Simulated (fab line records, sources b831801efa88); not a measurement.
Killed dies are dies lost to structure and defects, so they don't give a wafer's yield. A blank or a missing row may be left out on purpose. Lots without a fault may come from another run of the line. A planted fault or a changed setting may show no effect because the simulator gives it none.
Which tool did it? | flow gf180mcu | 6 lots, 18 wafers sampled, at 4 steps of a route of 602

WHAT THE GAUGES READ, wafer by wafer
GF_CONTACT_RS_MEAS_25: measures by four-point-probe.
lot  | measured     | on            | CONTACT_W_RS (ohm/sq)
L696 | day 16 10:21 | film_metro-02 | 0.384 0.381 0.384
L700 | day 17 23:38 | film_metro-04 | 0.385 0.382 0.385
L702 | day 18 17:07 | film_metro-01 | 0.384 0.387 0.381
L705 | day 19 22:28 | film_metro-02 | 0.381 0.382 0.379
L709 | day 21 07:59 | film_metro-02 | 0.381 0.383 0.387
L711 | day 22 01:29 | film_metro-01 | 0.389 0.387 0.468

WHICH TOOL RAN EACH LOT (tool, then ch and the chambers of the sampled wafers, then the start)
lot  | GF_CONTACT_CVD_02               | GF_CONTACT_SPUTTER_23        | GF_CONTACT_CVD_24
L696 | pecvd-04 ch 0,1,2, day 15 11:18 | pvd_sputter-01, day 16 10:09 | cvd_w-02 ch 0,1, day 16 10:13
L700 | pecvd-01 ch 0,1, day 16 23:41   | pvd_sputter-01, day 17 23:28 | cvd_w-01 ch 1, day 17 23:31
L702 | pecvd-02 ch 0,1,2, day 17 15:43 | pvd_sputter-01, day 18 16:58 | cvd_w-01 ch 0,1, day 18 17:00
L705 | pecvd-01 ch 0,1,2, day 18 21:47 | pvd_sputter-02, day 19 22:19 | cvd_w-02 ch 0,1, day 19 22:22
L709 | pecvd-01 ch 0,1, day 20 06:34   | pvd_sputter-02, day 21 07:49 | cvd_w-01 ch 0,1, day 21 07:52
L711 | pecvd-01 ch 0,1,2, day 21 00:43 | pvd_sputter-04, day 22 01:19 | cvd_w-02 ch 0,1, day 22 01:22
- GF_CONTACT_CVD_02: deposits SiO2 from TEOS, target thk 860 nm, time 95.992 s.
- GF_CONTACT_SPUTTER_23: material TiN, target thk 10 nm, time 40 s.
- GF_CONTACT_CVD_24: deposits W, target thk 300 nm, time 90.339 s.

THE ANSWER, worked out from the rows above alone
Rule: what is usual is taken from the lots themselves. Put in order of their means at a reading, lots are off if they are a third of the lots or fewer, leave a main group of 4 or more, and stand apart from it by a gap of 3 or more times the standard deviation of the main group's means; of several such gaps the widest counts. A main group whose means are all the same, to the digits that the tables above print for the reading, isn't used. A lot without any number at a reading at which 4 lots or more have one is off too. The other lots that the step has rows for count as sound.
Off: L711, at GF_CONTACT_RS_MEAS_25 (CONTACT_W_RS). The main group: mean 0.383 ohm/sq, standard deviation 0.0013.
A tool fits if, at a process step before that reading, it ran every lot that is off, and no sound lot after the first of them. The gauges at GF_CONTACT_RS_MEAS_25 are tried like those tools. Can't be told from this: 4 tools fit, pecvd-01 at GF_CONTACT_CVD_02, pvd_sputter-04 at GF_CONTACT_SPUTTER_23, cvd_w-02 at GF_CONTACT_CVD_24, film_metro-01 at GF_CONTACT_RS_MEAS_25.

WHAT THE SIMULATOR HAD PUT IN
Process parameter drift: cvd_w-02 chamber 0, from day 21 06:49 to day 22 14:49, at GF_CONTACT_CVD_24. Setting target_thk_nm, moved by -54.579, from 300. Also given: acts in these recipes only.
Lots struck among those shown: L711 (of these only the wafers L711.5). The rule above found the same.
